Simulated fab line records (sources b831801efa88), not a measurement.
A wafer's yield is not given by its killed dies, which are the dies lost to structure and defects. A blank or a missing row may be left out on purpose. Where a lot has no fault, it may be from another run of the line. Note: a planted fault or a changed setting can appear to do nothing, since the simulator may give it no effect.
Matching of chambers    flow gf180mcu    cmp-01 running GF_V1_CMP_26: 4 sister chambers
The step polishes, stops on SiO2, t overpolish 15 s, target thk 0 nm. 8 wafers are shown with their chamber, then 12 later ones without.

EACH WAFER AND ITS CHAMBER
wafer   chamber  motorCurrentA (A)  timeToEndpointS (s)
L085.3  0        12.3               93
L087.1  0        12.8               96
L089.6  3        9.5                92
L088.5  2        9.6                91
L088.6  3        9.0                92
L090.3  2        9.1                93
L090.4  1        11.7               89
L090.6  1        11.9               91

WAFERS WITH NO CHAMBER GIVEN
wafer   motorCurrentA (A)  timeToEndpointS (s)
L091.1  8.7                88
L091.2  11.7               84
L091.6  9.1                90
L092.2  12.6               90
L092.4  11.9               92
L092.6  8.8                91
L095.1  12.0               90
L095.2  8.8                93
L095.3  11.5               90
L096.1  12.7               93
L096.3  8.6                93
L096.6  11.7               94

THE CHAMBER EACH PASSED THROUGH
wafer    from the rows above       in truth
L091.1   can't be placed: 3 or 2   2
L091.2   1                         1
L091.6   can't be placed: 3 or 2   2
L092.2   can't be placed: 1 or 0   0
L092.4   can't be placed: 1 or 0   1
L092.6   can't be placed: 3 or 2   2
L095.1   1                         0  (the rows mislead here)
L095.2   can't be placed: 3 or 2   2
L095.3   1                         1
L096.1   0                         0
L096.3   can't be placed: 3 or 2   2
L096.6   can't be placed: 0 or 1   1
Correctly placed: 3 of 12. Unplaceable from these rows: 8, with the true chamber sitting among the candidates in 8. Number placed wrongly: 1.
How it was worked out, from the rows above alone: a wafer's distance from a chamber is the root of the sum, over the readings, of the square of ((its reading less the chamber's mean) divided by the reading's scatter). If the next closest chamber is less than 2 further off than the closest, the wafer can't be placed; otherwise it belongs to the closest. A chamber's mean is the mean of its shown wafers. The scatter: take each reading less its chamber's mean, square it, sum over the shown wafers, divide by the number of wafers less the number of chambers, and take the root.
